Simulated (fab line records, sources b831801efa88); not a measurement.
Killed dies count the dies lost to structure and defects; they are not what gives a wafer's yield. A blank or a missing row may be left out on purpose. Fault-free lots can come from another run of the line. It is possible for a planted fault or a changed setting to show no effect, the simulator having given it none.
A lot that was struck, set against a sound lot || flow sky130 || 37 steps out of a route of 708
Sound: these wafers, L950.2, L950.4, L950.5. Wafers struck: L962.1, L962.3, L962.4. The cause comes at the end.
For every step that has rows: the tool of each side, followed by ch and its chambers, followed by its first start. Under that, the readings that differ: sound wafers || struck wafers || difference of the means || sigmas: that difference in standard deviations of wafers without a fault.
alike: readings whose means differ by less than 2 such deviations, and words and numbers that are the same on both sides. not compared: withheld readings, readings that some wafer has no value for, bounds like >300 that may hide the same value, and numbers for which the record gives no deviation and whose values overlap.
The two part at a step that has a row with sigmas, a row that says differs or no value, or rows on one side only. Numbers that have no deviation but don't overlap get no sigmas and don't part them. Lack of a reading on every wafer of one side parts them only where that side has two or more wafers.

first, 10 steps without rows for these wafers: SKY_LDD_LDN_SOFTBAKE_03 (time 60 s); SKY_LDD_LDN_EXPOSE_04 (exposes mask LDNTM, target cd 700 nm); SKY_LDD_LDN_PEB_05; SKY_LDD_LDN_DEVELOP_06 (develop time 60 s); SKY_LDD_LDN_IMPLANT_08; SKY_LDD_LDN_IMPLANT_09; SKY_LDD_LDN_IMPLANT_10; SKY_LDD_LDN_IMPLANT_11; SKY_LDD_LDN_STRIP_12 (strips in O2/N2); SKY_LDD_LDN_CLEAN_14 (cleans in SC1/SC2, time 150 s).
SKY_SPACER_CVD_00: deposits Si3N4 from DCS/NH3, target thk 43.1 nm, time 740 s.
  sound on lpcvd-02 ch 0, day 23 14:10; struck on lpcvd-02 ch 1, day 28 16:22
{"reading": "zone-power-bottom-pct (%)", "sound": "22.0 22.2 21.8", "struck": "20.0 20.0 19.8", "difference": -2.1, "sigmas": -2}
{"reading": "zone-power-lower-pct (%)", "sound": "12.6 12.8 12.5", "struck": "14.7 14.8 14.8", "difference": "+2.1", "sigmas": "+2"}
{"reading": "model.Si3N4_of_SPACER_CVD_00.thk-nm (nm)", "sound": "43.64 43.45 43.36", "struck": "39.66 39.74 39.87", "difference": -3.73, "sigmas": ""}
  alike: spike-tc-centre-C
SKY_SPACER_THK_MEAS_01:
  sound on film-metro-02 at day 23 15:23; struck on film-metro-04 at day 28 17:34
{"reading": "SPACER_CVD_00_THK (nm)", "sound": "43.6 43.5 43.3", "struck": "39.7 39.8 39.8", "difference": -3.7, "sigmas": -10}
SKY_SPACER_ETCHBACK_02: etches Si3N4 in CH3F/O2, stops on SiO2, time 46.7 s, target depth 45 nm.
  sound on rie-diel-01 ch 1,2,3, day 23 15:26; struck on rie-diel-02 ch 0,2,3, day 28 17:37
{"reading": "oes-product-au (a.u.)", "sound": "0.858 0.865 0.854", "struck": "0.813 0.822 0.822", "difference": -0.040, "sigmas": -7}
{"reading": "model.etch.depth-nm (nm)", "sound": "43.64 43.45 43.36", "struck": "39.66 39.74 39.87", "difference": -3.73, "sigmas": ""}
  alike: ch3f-flow-sccm, drypump-motor-current-A, throttle-valve-pct
  not compared: rf-hours-counter-h
then, 22 steps without rows for these wafers: SKY_POLY_CUT_DEHYDRATE_00 (time 60 s); SKY_POLY_CUT_HMDS_01 (prime time 60 s); SKY_POLY_CUT_COAT_02 (resist thk 60 nm); SKY_POLY_CUT_COAT_03 (resist thk 450 nm); SKY_POLY_CUT_SOFTBAKE_04 (time 90 s); SKY_POLY_CUT_EXPOSE_05 (exposes mask NPCM, target cd 270 nm); SKY_POLY_CUT_PEB_06; SKY_POLY_CUT_DEVELOP_07 (develop time 60 s); SKY_POLY_CUT_ETCH_10 (etches BARC in N2/H2, stops on SiO2, time 45.9 s, target depth 60 nm); SKY_POLY_CUT_ETCH_11 (etches Si3N4 in CF4/CH2F2/Ar, stops on poly-Si, time 42.5 s, target depth 60 nm); SKY_POLY_CUT_STRIP_12 (strips in O2/N2); SKY_SD_P_DEHYDRATE_00 (time 60 s); SKY_SD_P_HMDS_01 (prime time 60 s); SKY_SD_P_COAT_02 (resist thk 1140 nm); SKY_SD_P_SOFTBAKE_03 (time 60 s); SKY_SD_P_EXPOSE_04 (exposes mask PSDM, target cd 380 nm); SKY_SD_P_PEB_05; SKY_SD_P_DEVELOP_06 (develop time 60 s); SKY_SD_P_IMPLANT_09; SKY_SD_P_STRIP_10 (strips in O2/N2); SKY_RES_XHIGH_DEHYDRATE_00 (time 60 s); SKY_RES_XHIGH_HMDS_01 (prime time 60 s).
-- the record jumps here: 5 days lie between the struck wafers' starts before and after (it left off in module RES_XHIGH and takes up again in module SALICIDE, whose first step shown is number 361 of the route) --
SKY_SALICIDE_CLEAN_00: cleans in HF-last, time 30 s.
  sound on wet-bench-04 ch 3, day 28 14:25; struck on wet-bench-01 ch 0, day 33 08:37
{"reading": "model.Si3N4_of_SPACER_CVD_00.thk-nm (nm)", "sound": "42.66 42.48 42.39", "struck": "38.69 38.77 38.89", "difference": -3.73, "sigmas": ""}
-- the record jumps here: 16 days lie between the struck wafers' starts before and after (it left off in module SALICIDE and takes up again in module PAD_OPEN, whose first step shown is number 708 of the route) --
SKY_PAD_OPEN_PROBE_99:
  sound on prober-01 at day 46 05:50; struck on prober-01 at day 49 18:24
{"reading": "killed-at-other", "sound": "2 3 0", "struck": "0 0 1", "difference": -1, "sigmas": -2}
{"reading": "model.etest.pfet_01v8.r-on-ohm-um", "sound": "3032 3042 3045", "struck": "2761 2741 2797", "difference": -273, "sigmas": ""}
{"reading": "model.etest.pfet_01v8.drive-ua-um", "sound": "183.7 180.1 179.5", "struck": "204.4 204.1 199.8", "difference": "+21.7", "sigmas": ""}
{"reading": "model.etest.sram-pfet-latch.drive-ua-um", "sound": "136.2 131.9 135.1", "struck": "153.4 149.8 146.8", "difference": "+15.6", "sigmas": ""}
{"reading": "model.etest.pfet_01v8_hvt.drive-ua-um", "sound": "134.8 133 133.6", "struck": "152 154.1 147.6", "difference": "+17", "sigmas": ""}
{"reading": "model.etest.pfet_01v8_hvt.off-log10-a-um", "sound": "-13.28 -13.28 -13.33", "struck": "-12.77 -12.8 -12.97", "difference": "+0.45", "sigmas": ""}
{"reading": "model.etest.pfet_01v8.vt-sat-v (V)", "sound": "-0.6056 -0.6223 -0.6072", "struck": "-0.5324 -0.5246 -0.5531", "difference": "+0.0750", "sigmas": ""}
  alike: killed_at_M0_to_M3, killed_at_M4_up, killed-at-contacts, killed-at-front-end, killed-dies, killed-open, killed-short
  not compared: model.etest.sonos-uncharged.r-on-ohm-um

## WHERE THEY PART
At SKY_SPACER_CVD_00 first; at SKY_PAD_OPEN_PROBE_99 last (within this record only).

WHY: whatever the simulator had introduced
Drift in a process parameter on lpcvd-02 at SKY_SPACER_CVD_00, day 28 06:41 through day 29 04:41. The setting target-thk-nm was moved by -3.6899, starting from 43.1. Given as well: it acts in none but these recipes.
